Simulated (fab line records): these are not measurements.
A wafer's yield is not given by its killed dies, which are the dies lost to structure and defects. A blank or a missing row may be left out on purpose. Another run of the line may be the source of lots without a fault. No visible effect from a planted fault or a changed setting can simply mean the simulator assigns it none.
Which tool is to blame?	flow sky130	36 wafers sampled from 12 lots at 1 step of a route of 708

WHAT THE GAUGES READ, wafer by wafer
SKY_LI_CONTACT_OVL_MEAS_13.
lot	measured	on	LI_CONTACT_OVL (nm)
L075	day 30 17:08	overlay-01	-3 0 -8
L076	day 31 07:45	overlay-02	2 3 -2
L079	day 32 00:32	overlay-02	9 0 6
L081	day 32 15:52	overlay-01	-1 4 5
L083	day 33 07:51	overlay-02	-5 -3 -3
L085	day 34 00:56	overlay-01	0 1 -3
L087	day 34 20:27	overlay-02	-3 -5 0
L089	day 35 06:30	overlay-02	-1 -5 -6
L091	day 35 15:35	overlay-02	10 4 -1
L093	day 36 06:57	overlay-01	2 6 9
L096	day 36 22:20	overlay-01	-7 -5 2
L097	day 37 06:33	overlay-02	11 3 4

WHAT TOOL EACH LOT RAN ON (gives the tool, then ch and the chambers of the sampled wafers, and finally the start)
No process step before these readings appears in the record.

THE ANSWER, worked out from the rows above alone
Rule: what is usual is taken from the lots themselves. The widest of any qualifying gaps counts: lots, ordered by their means at a reading, are off when they make up no more than a third of the lots, leave a main group of 4 or more, and stand apart from it by 3 or more times the standard deviation of that group's means. Not used: any main group whose means are identical at the precision the tables above print for the reading. Also off: a lot with no number at a reading for which 4 or more lots have one. The other lots that the step has rows for count as sound.
Nothing can be told from this: no lot is off at any reading shown.

WHAT THE SIMULATOR PUT IN
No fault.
